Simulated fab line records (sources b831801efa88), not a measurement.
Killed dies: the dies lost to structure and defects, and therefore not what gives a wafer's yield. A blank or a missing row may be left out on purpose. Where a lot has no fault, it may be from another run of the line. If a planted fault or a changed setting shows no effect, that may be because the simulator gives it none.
8D (eight disciplines) problem report, filled in by code -- flow gf180mcu -- the parts of the form that need people (team, actions taken, sign-off) are left out

== 1. PROBLEM STATEMENT ==
Across 9 wafers from 3 lots, NSD_OVL at GF_NSD_OVL_MEAS_08 averages 185.5 nm, while fault-free wafers read 0.1 nm with a standard deviation of 1.3. That is +99 or more standard deviations from the usual mean.
First seen on wafer L390.4, day 16 17:25, on overlay-02. The record holds 45 wafers of 15 lots with a number at this step. By rule, "out" or "out of limits" means more than 4 standard deviations away from the usual mean. Any other wafer with a number is counted as sound.

== 2. WHAT THIS IS AND IS NOT ==
question,is,is not
which readings at this step,NSD_OVL,-
which lots,"L390, L391, L392","L380, L381, L382, L383, L388, L393, L394, L395, L397, L398, L401, L402"
which wafers of those lots,all that have a number,-
read on which gauges,"overlay-01, overlay-02",-
when,from day 16 17:25,"up to then (15 sound wafers); but 21 sound wafers of L393, L394, L395, L397, L398, L401, L402 came after"

== 3. SUSPECTS, AND WHAT RULES EACH OUT ==
Counting: a tool at any process step up to the reading remains a suspect when it ran all the lots that are out and ran no sound lot after the first of those.
- the gauge at GF_NSD_OVL_MEAS_08 is ruled out. 2 gauges (overlay-01, overlay-02) read the wafers that are out.
- iline stepper-01 at GF_NSD_EXPOSE_04 (exposes mask Nplus, target cd 400 nm): kept. It ran every lot that is out, first L390 (day 16 06:14), and no sound lot after that; its last sound lot up to then is L382 (day 14 02:28).
Remaining after the count: iline stepper-01 at GF_NSD_EXPOSE_04.

== 4. THE CAUSE (what the simulator had put in) ==
Scanner matching overlay: iline stepper-01, from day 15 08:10 on, at GF_NSD_EXPOSE_04. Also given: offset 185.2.
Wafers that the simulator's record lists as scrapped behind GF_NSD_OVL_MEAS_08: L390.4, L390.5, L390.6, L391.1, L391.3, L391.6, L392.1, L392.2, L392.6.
Counting left only this tool.

== 5. THE CHAIN OF EFFECTS, in route order ==
Rows list readings where the struck wafers' mean (over those with a number) sits beyond 3 standard deviations from the usual. Readings are gone through only where the record gives a usual standard deviation; hours: the median, over the lots, of the time from a lot's start at the first step in this table giving one to that lot's start at this step; sigmas: the change measured in usual standard deviations.
hours,step,reading,usual,on struck wafers,change,sigmas
0,GF_NSD_OVL_MEAS_08,NSD_OVL,0.1 nm,185.5,+185.4,+99 or more

== 6. WHAT WOULD HAVE CAUGHT IT SOONER ==
Counted from the fault's start at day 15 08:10, it took 33 hours until the first out-of-limits reading at a measuring or inspecting step in this record, taken at day 16 17:25.
Of the tool readings at GF_NSD_EXPOSE_04 for which the record gives a usual standard deviation, none was out on any struck wafer, so an alarm limit of 4 standard deviations on them would not have fired.
Among the 3 lots that are out, L392 began GF_NSD_EXPOSE_04 on iline stepper-01 after day 16 17:25. Had the tool been put on hold then, it would have been spared.
